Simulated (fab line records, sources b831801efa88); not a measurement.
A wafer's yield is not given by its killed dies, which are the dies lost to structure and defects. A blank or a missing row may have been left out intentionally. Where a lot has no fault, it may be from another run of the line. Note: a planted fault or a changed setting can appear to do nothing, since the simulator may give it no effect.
Which tool did it? ; flow sky130 ; 13 lots with 39 wafers sampled at 6 steps, on a route of 708 steps

## WHAT THE GAUGES SHOWED, per wafer
The record holds no reading of a measuring or inspecting step that can be judged against a usual standard deviation.

## TOOL THAT RAN EACH LOT (tool first, then ch and the chambers of the sampled wafers, then the start)
lot;SKY_CONTACT_CVD_00;SKY_CONTACT_COAT_09;SKY_CONTACT_STRIP_19;SKY_CONTACT_SPUTTER_23;SKY_CONTACT_CMP_27;SKY_PAD_OPEN_PROBE_99
L826;pecvd-04 ch 1,2, day 30 11:34;litho_track-03 ch 0, day 31 01:00;plasma_asher-01 ch 0,1, day 31 15:08;pvd_sputter-02, day 31 15:44;cmp-01 ch 1,2,3, day 31 16:11;prober-01, day 45 17:27
L829;pecvd-02 ch 0,1,2, day 31 11:18;litho_track-03 ch 0, day 32 01:00;plasma_asher-03 ch 0,1, day 32 15:32;pvd_sputter-01, day 32 16:06;cmp-02 ch 0,1, day 32 16:52;prober-02, day 46 12:39
L830;pecvd-04 ch 0,1, day 32 03:47;litho_track-03 ch 0, day 32 18:00;plasma_asher-03 ch 0,1, day 33 08:23;pvd_sputter-03, day 33 09:06;cmp-01 ch 2,3, day 33 09:30;prober-01, day 47 01:28
L831;pecvd-04 ch 1,2, day 33 07:02;litho_track-04 ch 0, day 33 20:00;plasma_asher-04 ch 0,1, day 34 10:35;pvd_sputter-01, day 34 11:13;cmp-01 ch 0,2, day 34 11:34;prober-01, day 48 00:41
L832;pecvd-02 ch 0,2, day 33 10:11;litho_track-03 ch 0, day 34 00:00;plasma_asher-04 ch 0,1, day 34 13:16;pvd_sputter-01, day 34 13:58;cmp-01 ch 1,2, day 34 14:41;prober-01, day 48 02:05
L834;pecvd-02 ch 0,1,2, day 33 12:17;litho_track-02 ch 0, day 34 02:00;plasma_asher-04 ch 0,1, day 34 15:55;pvd_sputter-03, day 34 16:55;cmp-01 ch 0,3, day 34 17:16;prober-02, day 48 03:42
L835;pecvd-03 ch 0,2, day 33 22:53;litho_track-04 ch 0, day 34 12:00;plasma_asher-04 ch 0,1, day 35 01:50;pvd_sputter-01, day 35 02:28;cmp-01 ch 0,1,2, day 35 02:55;prober-01, day 48 10:04
L837;pecvd-03 ch 0,1,2, day 34 14:04;litho_track-02 ch 0, day 35 04:00;plasma_asher-03 ch 0,1, day 35 17:49;pvd_sputter-01, day 35 18:27;cmp-02 ch 1,2,3, day 35 18:49;prober-01, day 48 20:26
L844;pecvd-04 ch 0,2, day 36 20:18;litho_track-03 ch 0, day 37 09:00;plasma_asher-04 ch 0,1, day 37 22:25;pvd_sputter-01, day 37 23:01;cmp-02 ch 1,3, day 37 23:22;prober-02, day 50 07:04
L845;pecvd-02 ch 0,1, day 37 04:35;litho_track-03 ch 0, day 37 18:00;plasma_asher-01 ch 0,1, day 38 07:22;pvd_sputter-03, day 38 07:57;cmp-01 ch 0,2, day 38 08:21;prober-01, day 50 14:16
L846;pecvd-03 ch 0, day 37 08:58;litho_track-04 ch 0, day 37 22:00;plasma_asher-03 ch 0,1, day 38 11:01;pvd_sputter-01, day 38 11:37;cmp-02 ch 0,2, day 38 11:58;prober-02, day 50 17:18
L847;pecvd-02 ch 0,2, day 37 09:23;litho_track-03 ch 0, day 37 22:00;plasma_asher-03 ch 1, day 38 11:46;pvd_sputter-01, day 38 12:21;cmp-01 ch 2,3, day 38 12:45;prober-01, day 50 17:44
L848;pecvd-04 ch 1,2, day 37 13:03;litho_track-04 ch 0, day 38 02:00;plasma_asher-04 ch 0,1, day 38 14:55;pvd_sputter-02, day 38 15:32;cmp-01 ch 0,3, day 38 15:56;prober-02, day 50 19:20
- SKY_CONTACT_CVD_00: deposits Si3N4, target thk 75 nm.
- SKY_CONTACT_COAT_09: resist thk 450 nm.
- SKY_CONTACT_STRIP_19: strips in O2/N2.
- SKY_CONTACT_SPUTTER_23: material TiN, target thk 20 nm, time 80 s.
- SKY_CONTACT_CMP_27: polishes, stops on SiO2, t overpolish 15 s, target thk 0 nm.
- SKY_PAD_OPEN_PROBE_99

## WHAT THE TOOLS THEMSELVES READ (means of the sampled wafers that have a number; where no wafer has one, the mark that the record gives instead)
SKY_CONTACT_CVD_00.
lot;tool;heater_power_w (W)
L826;pecvd-04;847
L829;pecvd-02;747
L830;pecvd-04;775
L831;pecvd-04;782
L832;pecvd-02;687
L834;pecvd-02;740
L835;pecvd-03;906
L837;pecvd-03;722
L844;pecvd-04;781
L845;pecvd-02;743
L846;pecvd-03;719
L847;pecvd-02;705
L848;pecvd-04;783

SKY_CONTACT_STRIP_19.
lot;tool;drypump_motor_current_A (A);oes_product_au (a.u.);strip_time_to_endpoint_s (s)
L826;plasma_asher-01;5.37;0.384;3.584
L829;plasma_asher-03;5.62;0.385;3.618
L830;plasma_asher-03;5.57;0.379;3.597
L831;plasma_asher-04;6.08;0.382;3.601
L832;plasma_asher-04;6.06;0.378;3.634
L834;plasma_asher-04;5.94;0.381;3.626
L835;plasma_asher-04;6.07;0.374;3.641
L837;plasma_asher-03;5.62;0.383;3.639
L844;plasma_asher-04;5.93;0.372;3.375
L845;plasma_asher-01;5.47;0.375;3.426
L846;plasma_asher-03;5.56;0.383;3.597
L847;plasma_asher-03;5.48;0.370;3.393
L848;plasma_asher-04;5.93;0.383;3.582

SKY_CONTACT_SPUTTER_23.
lot;tool;throttle_valve_pct (%)
L826;pvd_sputter-02;29.6
L829;pvd_sputter-01;30.2
L830;pvd_sputter-03;30.7
L831;pvd_sputter-01;31.3
L832;pvd_sputter-01;30.2
L834;pvd_sputter-03;29.8
L835;pvd_sputter-01;30.8
L837;pvd_sputter-01;31.6
L844;pvd_sputter-01;30.9
L845;pvd_sputter-03;30.5
L846;pvd_sputter-01;30.1
L847;pvd_sputter-01;30.7
L848;pvd_sputter-02;29.1

SKY_CONTACT_CMP_27.
lot;tool;motor_current_A (A);overpolish_run_s (s);time_to_endpoint_s (s)
L826;cmp-01;10.9;14.996;81.5
L829;cmp-02;11.2;14.999;83.9
L830;cmp-01;9.6;15.004;84.0
L831;cmp-01;9.3;14.993;80.3
L832;cmp-01;10.1;15.002;82.2
L834;cmp-01;10.6;15.000;81.3
L835;cmp-01;10.4;15.003;83.6
L837;cmp-02;11.0;14.993;78.7
L844;cmp-02;11.6;15.010;80.7
L845;cmp-01;9.2;14.996;79.7
L846;cmp-02;10.9;14.997;81.6
L847;cmp-01;9.4;15.008;81.9
L848;cmp-01;10.2;15.009;82.1

SKY_PAD_OPEN_PROBE_99.
lot;tool;killed_at_M0_to_M3;killed_at_M4_up;killed_at_contacts;killed_at_front_end;killed_at_other;killed_dies;killed_open;killed_short
L826;prober-01;42;3.7;26;13;0.0;85;45;40
L829;prober-02;45;3.3;27;19;0.3;95;53;42
L830;prober-01;36;3.7;21;14;0.0;74;43;31
L831;prober-01;45;2.7;21;14;0.7;84;46;37
L832;prober-01;47;2.0;27;13;0.0;89;48;40
L834;prober-02;38;3.0;22;12;0.0;74;39;35
L835;prober-01;46;3.3;24;16;0.0;89;50;38
L837;prober-01;44;3.0;28;16;0.0;91;55;37
L844;prober-02;44;3.3;27;15;0.0;90;47;41
L845;prober-01;48;2.3;27;13;0.0;91;46;44
L846;prober-02;49;3.3;21;16;1.3;92;53;38
L847;prober-01;43;3.0;25;16;0.0;87;51;35
L848;prober-02;43;2.0;23;11;0.7;79;45;33

## THE ANSWER, worked out from the rows above alone
Rule: what is usual is taken from the lots themselves. Put in order of their means at a reading, lots are off if they are a third of the lots or fewer, leave a main group of 4 or more, and stand apart from it by a gap of 3 or more times the standard deviation of the main group's means; of several such gaps the widest counts. If all means in a main group match to the digits the tables above print for the reading, that group is not used. A lot without any number at a reading at which 4 lots or more have one is off too. Any other lot the step has rows for is counted as sound. First the gauges in route order, then the tools' own readings, where a lot's mean is used as printed above. At the first step where some lot is off, the reading lying furthest off is the one used; lots without a number count as furthest.
Off: L844, L845, L847, at SKY_CONTACT_STRIP_19 (strip_time_to_endpoint_s). The main group has a mean of 3.612 s with a standard deviation of 0.021.
If a tool, at that step or one of the process steps before it, ran each lot that is off and ran no sound lot following the first of them, it fits. One fits: litho_track-03 at SKY_CONTACT_COAT_09. A fault onset in the window from L832 (day 34 00:00, its last sound lot) to L844 (day 37 09:00, its first lot off) fits.

## WHAT HAD BEEN PUT IN BY THE SIMULATOR
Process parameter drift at SKY_CONTACT_COAT_09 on litho_track-03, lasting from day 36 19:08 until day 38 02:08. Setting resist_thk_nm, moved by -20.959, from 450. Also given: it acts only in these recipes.
Struck lots among those shown: L844, L845, L847. This agrees with what the rule above found.
